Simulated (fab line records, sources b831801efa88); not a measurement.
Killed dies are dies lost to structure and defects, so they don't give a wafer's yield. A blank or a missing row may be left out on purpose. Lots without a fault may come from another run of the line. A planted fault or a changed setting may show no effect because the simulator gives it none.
Which tool did it? | flow sky130 | 14 lots, 42 wafers sampled, at 3 steps of a route of 708

WHAT THE GAUGES READ, wafer by wafer
SKY_METAL4_CD_MEAS_13: target cd 300 nm. Usual: cd_nm 299.7 nm, standard deviation 1.7.
lot  | measured     | on        | cd_nm (nm)        | flag
L158 | day 41 19:30 | cd_sem-02 | 298.4 299.3 299.5 |
L159 | day 42 05:38 | cd_sem-01 | 298.2 298.8 296.3 |
L161 | day 42 15:23 | cd_sem-01 | 299.0 298.1 298.7 |
L165 | day 43 20:48 | cd_sem-01 | 296.7 298.2 298.0 |
L166 | day 44 10:38 | cd_sem-01 | 297.1 297.3 298.3 |
L167 | day 44 16:33 | cd_sem-01 | 298.9 299.2 299.6 |
L168 | day 44 23:00 | cd_sem-01 | 300.3 298.7 299.4 |
L175 | day 46 21:48 | cd_sem-02 | 302.8 303.4 302.3 |
L176 | day 46 21:59 | cd_sem-01 | 301.6 302.7 300.9 |
L177 | day 46 22:46 | cd_sem-01 | 299.9 300.4 299.8 |
L178 | day 47 00:36 | cd_sem-02 | 301.8 301.3 300.9 |
L179 | day 47 12:57 | cd_sem-01 | 299.8 298.3 298.5 |
L180 | day 47 14:12 | cd_sem-02 | 302.5 299.5 301.2 |
L181 | day 48 01:32 | cd_sem-01 | 300.5 301.5 302.0 |

SKY_VIA4_BOW_MEAS_03. Usual: VIA4_BOW 78 um, standard deviation 7.3.
lot  | measured     | on            | VIA4_BOW (um) | flag
L158 | day 41 21:07 | film_metro-02 | 78 92 83      |
L159 | day 42 07:17 | film_metro-02 | 73 68 78      |
L161 | day 42 17:34 | film_metro-02 | 68 71 77      |
L165 | day 43 22:25 | film_metro-04 | 80 79 71      |
L166 | day 44 12:15 | film_metro-01 | 71 78 78      |
L167 | day 44 18:15 | film_metro-01 | 72 78 82      |
L168 | day 45 00:43 | film_metro-01 | 84 73 78      |
L175 | day 46 23:27 | film_metro-04 | 78 73 90      |
L176 | day 47 00:01 | film_metro-01 | 85 76 62      |
L177 | day 47 00:23 | film_metro-04 | 85 75 81      |
L178 | day 47 02:15 | film_metro-02 | 84 75 80      |
L179 | day 47 14:42 | film_metro-01 | 77 88 77      |
L180 | day 47 15:59 | film_metro-04 | 84 76 81      |
L181 | day 48 03:11 | film_metro-02 | 70 61 67      |

WHICH TOOL RAN EACH LOT (tool, then ch and the chambers of the sampled wafers, then the start)
lot  | SKY_METAL4_ETCH_16
L158 | rie_metal-01 ch 0,1, day 41 19:40
L159 | rie_metal-02 ch 0,1, day 42 05:49
L161 | rie_metal-01 ch 0,1, day 42 15:34
L165 | rie_metal-04 ch 0,1, day 43 20:59
L166 | rie_metal-01 ch 0,1, day 44 10:49
L167 | rie_metal-04 ch 0, day 44 16:44
L168 | rie_metal-01 ch 1, day 44 23:10
L175 | rie_metal-01 ch 0,1, day 46 21:58
L176 | rie_metal-02 ch 0,1, day 46 22:10
L177 | rie_metal-04 ch 0,1, day 46 22:57
L178 | rie_metal-01 ch 0,1, day 47 00:47
L179 | rie_metal-01 ch 0,1, day 47 13:09
L180 | rie_metal-02 ch 0, day 47 14:22
L181 | rie_metal-01 ch 0,1, day 48 01:43
- SKY_METAL4_ETCH_16: etches BARC in N2/H2, stops on SiO2, time 88.2 s, target depth 60 nm.

WHAT THE TOOLS THEMSELVES READ (means of the sampled wafers that have a number; where no wafer has one, the mark that the record gives instead)
SKY_METAL4_ETCH_16. Usual: drypump_motor_current_A 5.6 A, standard deviation 0.49; he_backside_leak_sccm 3.4 sccm, standard deviation 0.31; oes_product_au 0.626 a.u., standard deviation 0.0046; rf_fwd_power_W 497.2 W, standard deviation 1.9; throttle_valve_pct 13.205 %, standard deviation 0.009.
lot  | tool         | drypump_motor_current_A (A) | he_backside_leak_sccm (sccm) | oes_product_au (a.u.) | rf_fwd_power_W (W) | throttle_valve_pct (%) | flag
L158 | rie_metal-01 | 5.5                         | 3.5                          | 0.624                 | 497.4              | 13.209                 |
L159 | rie_metal-02 | 5.6                         | 3.3                          | 0.621                 | 496.6              | 13.206                 |
L161 | rie_metal-01 | 5.5                         | 3.3                          | 0.631                 | 496.3              | 13.199                 |
L165 | rie_metal-04 | 5.7                         | 3.5                          | 0.627                 | 498.2              | 13.215                 |
L166 | rie_metal-01 | 5.5                         | 3.4                          | 0.628                 | 499.1              | 13.205                 |
L167 | rie_metal-04 | 6.2                         | 3.6                          | 0.625                 | 495.6              | 13.203                 |
L168 | rie_metal-01 | 4.8                         | 3.1                          | 0.626                 | 498.5              | 13.206                 |
L175 | rie_metal-01 | 5.2                         | 3.2                          | 0.625                 | 495.0              | 13.202                 |
L176 | rie_metal-02 | 5.6                         | 3.3                          | 0.627                 | 496.6              | 13.209                 |
L177 | rie_metal-04 | 5.7                         | 3.6                          | 0.625                 | 499.8              | 13.204                 |
L178 | rie_metal-01 | 5.5                         | 3.3                          | 0.624                 | 494.9              | 13.210                 |
L179 | rie_metal-01 | 5.5                         | 3.3                          | 0.622                 | 496.3              | 13.214                 |
L180 | rie_metal-02 | 6.1                         | 3.6                          | 0.622                 | 495.6              | 13.202                 |
L181 | rie_metal-01 | 5.5                         | 3.5                          | 0.622                 | 498.0              | 13.207                 |

THE ANSWER, worked out from the rows above alone
Rule: a lot is off if the mean of its wafers that have a number lies more than 3 standard deviations from the usual mean. A lot without any number at a reading at which 4 lots or more have one is off too. The other lots that the step has rows for count as sound. The gauges are gone through in route order, then the tools' own readings, and for those a lot's mean is taken as printed above. The first step at which some lot is off is used, and at that step the reading that is off furthest; a lot without a number counts as furthest.
No lot is off at any reading shown: from this, nothing can be told.

WHAT THE SIMULATOR HAD PUT IN
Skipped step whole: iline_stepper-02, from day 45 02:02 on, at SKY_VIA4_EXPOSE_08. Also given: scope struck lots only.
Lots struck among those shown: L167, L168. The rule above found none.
